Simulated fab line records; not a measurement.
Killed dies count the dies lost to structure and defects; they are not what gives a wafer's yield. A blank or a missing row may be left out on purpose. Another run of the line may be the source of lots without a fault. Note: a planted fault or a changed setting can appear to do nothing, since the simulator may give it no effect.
What tool caused it? + flow sky130 + 11 lots with 33 wafers sampled at 5 steps, on a route of 708 steps

## WHAT THE GAUGES SHOWED, per wafer
SKY_SD_N_OVL_MEAS_08. Usual: SD_N_OVL gives 0.8 nm (standard deviation 1.4).
| lot  | measured     | on         | SD_N_OVL (nm)  | flag |
|------|--------------|------------|----------------|------|
| L715 | day 28 01:05 | overlay-01 | 0.2 1.2 1.2    |      |
| L717 | day 28 21:35 | overlay-02 | 1.6 1.3 2.1    |      |
| L719 | day 29 01:18 | overlay-01 | -1.1 -1.2 -2.0 |      |
| L723 | day 31 02:10 | overlay-02 | 2.6 1.9 1.8    |      |
| L725 | day 31 08:42 | overlay-01 | -0.8 -0.4 0.0  |      |
| L726 | day 31 13:15 | overlay-02 | 2.0 0.3 2.1    |      |
| L727 | day 31 22:50 | overlay-01 | -1.4 -2.2 -2.3 |      |
| L728 | day 32 07:57 | overlay-02 | 1.1 -0.5 0.5   |      |
| L731 | day 33 02:06 | overlay-02 | 1.0 1.6 1.3    |      |
| L736 | day 34 16:11 | overlay-01 | 0.0 -0.3 0.7   |      |
| L738 | day 35 06:08 | overlay-02 | 0.8 0.2 0.7    |      |

SKY_LI_CONTACT_RS_MEAS_22: measures by four-point-probe. Usual: LI_CONTACT_W_RS gives 0.2835 ohm/sq (standard deviation 0.0027).
| lot  | measured     | on           | LI_CONTACT_W_RS (ohm/sq) | flag |
|------|--------------|--------------|--------------------------|------|
| L715 | day 29 07:44 | filmMetro-01 | 0.2804 0.2791 0.2792     |      |
| L717 | day 30 04:02 | filmMetro-02 | 0.2882 0.2887 0.2856     |      |
| L719 | day 30 08:14 | filmMetro-01 | 0.2811 0.2806 0.2820     |      |
| L723 | day 32 07:59 | filmMetro-02 | 0.2841 0.2829 0.2826     |      |
| L725 | day 32 15:21 | filmMetro-04 | 0.2978 0.2962 0.2961     | OFF  |
| L726 | day 32 18:50 | filmMetro-04 | 0.2904 0.2935 0.2911     | OFF  |
| L727 | day 33 04:44 | filmMetro-04 | 0.2941 0.2943 0.2951     | OFF  |
| L728 | day 33 13:02 | filmMetro-01 | 0.2978 0.2959 0.2993     | OFF  |
| L731 | day 34 06:21 | filmMetro-04 | 0.2857 0.2827 0.2824     |      |
| L736 | day 35 20:46 | filmMetro-02 | 0.2842 0.2868 0.2836     |      |
| L738 | day 36 09:58 | filmMetro-01 | 0.2851 0.2872 0.2831     |      |

SKY_LI_CONTACT_THK_MEAS_23: measures by xrf. Usual: LI_CONTACT_W_THK gives 398 nm (standard deviation 6.7).
| lot  | measured     | on           | LI_CONTACT_W_THK (nm) | flag |
|------|--------------|--------------|-----------------------|------|
| L715 | day 29 07:51 | filmMetro-01 | 403 404 405           |      |
| L717 | day 30 04:08 | filmMetro-02 | 398 398 400           |      |
| L719 | day 30 08:20 | filmMetro-01 | 399 402 403           |      |
| L723 | day 32 08:05 | filmMetro-02 | 406 407 408           |      |
| L725 | day 32 15:27 | filmMetro-04 | 373 378 374           | OFF  |
| L726 | day 32 18:56 | filmMetro-04 | 379 377 380           |      |
| L727 | day 33 04:51 | filmMetro-04 | 378 381 377           |      |
| L728 | day 33 13:09 | filmMetro-01 | 386 386 383           |      |
| L731 | day 34 06:28 | filmMetro-04 | 394 394 396           |      |
| L736 | day 35 20:53 | filmMetro-02 | 402 398 401           |      |
| L738 | day 36 10:05 | filmMetro-01 | 396 390 396           |      |

## WHICH TOOL RAN EACH LOT (tool, then ch and the chambers of the sampled wafers, then the start)
| lot  | SKY_LI_CONTACT_ETCH_14            | SKY_LI_CONTACT_CVD_21        |
|------|-----------------------------------|------------------------------|
| L715 | rieDiel-03 ch 0,1,3, day 29 07:02 | cvdW-01 ch 0,1, day 29 07:36 |
| L717 | rieDiel-02 ch 1,2, day 30 03:19   | cvdW-02 ch 0,1, day 30 03:53 |
| L719 | rieDiel-02 ch 0,1, day 30 07:31   | cvdW-02 ch 0, day 30 08:05   |
| L723 | rieDiel-04 ch 0,2,3, day 32 07:14 | cvdW-01 ch 0,1, day 32 07:51 |
| L725 | rieDiel-02 ch 1,2,3, day 32 14:37 | cvdW-01 ch 0,1, day 32 15:13 |
| L726 | rieDiel-02 ch 0,1,2, day 32 18:05 | cvdW-01 ch 0,1, day 32 18:43 |
| L727 | rieDiel-03 ch 0,1,3, day 33 04:01 | cvdW-01 ch 0,1, day 33 04:36 |
| L728 | rieDiel-02 ch 0,2,3, day 33 12:19 | cvdW-01 ch 1, day 33 12:54   |
| L731 | rieDiel-04 ch 0,1,3, day 34 05:38 | cvdW-02 ch 0,1, day 34 06:12 |
| L736 | rieDiel-03 ch 0,2,3, day 35 19:53 | cvdW-01 ch 0,1, day 35 20:39 |
| L738 | rieDiel-03 ch 0,2,3, day 36 09:16 | cvdW-01 ch 0,1, day 36 09:50 |
- SKY_LI_CONTACT_ETCH_14: etches BARC in N2/H2, stops on SiO2, time 45.9 s, target depth 60 nm.
- SKY_LI_CONTACT_CVD_21: deposits W, target thk 400 nm, time 120.56 s.

## AS READ BY THE TOOLS THEMSELVES (means over the sampled wafers that have a number; for cases with no such wafer, the mark the record gives instead)
SKY_LI_CONTACT_ETCH_14. Usual: drypumpMotorCurrentA 5.7 A, standard deviation 0.42; oesProductAu 0.846 a.u., standard deviation 0.0044; throttleValvePct 13.224 %, standard deviation 0.0081.
| lot  | tool       | drypumpMotorCurrentA (A) | oesProductAu (a.u.) | throttleValvePct (%) | flag |
|------|------------|--------------------------|---------------------|----------------------|------|
| L715 | rieDiel-03 | 5.7                      | 0.844               | 13.220               |      |
| L717 | rieDiel-02 | 6.2                      | 0.843               | 13.217               |      |
| L719 | rieDiel-02 | 5.6                      | 0.840               | 13.225               |      |
| L723 | rieDiel-04 | 5.6                      | 0.843               | 13.228               |      |
| L725 | rieDiel-02 | 6.1                      | 0.846               | 13.227               |      |
| L726 | rieDiel-02 | 5.7                      | 0.847               | 13.225               |      |
| L727 | rieDiel-03 | 5.7                      | 0.840               | 13.225               |      |
| L728 | rieDiel-02 | 5.8                      | 0.846               | 13.222               |      |
| L731 | rieDiel-04 | 5.7                      | 0.848               | 13.224               |      |
| L736 | rieDiel-03 | 5.5                      | 0.847               | 13.229               |      |
| L738 | rieDiel-03 | 5.5                      | 0.848               | 13.221               |      |

SKY_LI_CONTACT_CVD_21. Usual: heaterPowerW 824 W, standard deviation 28; susceptorTempC 400.06 C, standard deviation 0.22.
| lot  | tool    | heaterPowerW (W) | susceptorTempC (C) | flag |
|------|---------|------------------|--------------------|------|
| L715 | cvdW-01 | 807              | 399.91             |      |
| L717 | cvdW-02 | 829              | 400.27             |      |
| L719 | cvdW-02 | 858              | 400.24             |      |
| L723 | cvdW-01 | 814              | 399.81             |      |
| L725 | cvdW-01 | 804              | 398.04             | OFF  |
| L726 | cvdW-01 | 795              | 397.97             | OFF  |
| L727 | cvdW-01 | 794              | 397.79             | OFF  |
| L728 | cvdW-01 | 802              | 397.83             | OFF  |
| L731 | cvdW-02 | 814              | 399.96             |      |
| L736 | cvdW-01 | 824              | 399.90             |      |
| L738 | cvdW-01 | 818              | 400.07             |      |

## THE ANSWER, worked out from the rows above alone
Rule: take the mean of a lot's wafers that have a number; if it is more than 3 standard deviations from the usual mean, the lot is off. Also off: a lot with no number at a reading for which 4 or more lots have one. The other lots that the step has rows for count as sound. After the gauges, taken in route order, come the tools' own readings; for these a lot's mean is taken, as printed above. The first step at which some lot is off is used, and at that step the reading that is off furthest; a lot without a number counts as furthest.
Off: L725, L726, L727, L728, seen at SKY_LI_CONTACT_RS_MEAS_22 (LI_CONTACT_W_RS).
If a tool, at a process step before that reading, ran all the lots that are off and no sound lot after the first of them, it fits. The gauges at SKY_LI_CONTACT_RS_MEAS_22 aren't tried: what is off there is off at SKY_LI_CONTACT_CVD_21 too, on other tools, and a gauge's error can't cause that. Of those tried, none fits.

## WHAT THE SIMULATOR HAD PUT IN
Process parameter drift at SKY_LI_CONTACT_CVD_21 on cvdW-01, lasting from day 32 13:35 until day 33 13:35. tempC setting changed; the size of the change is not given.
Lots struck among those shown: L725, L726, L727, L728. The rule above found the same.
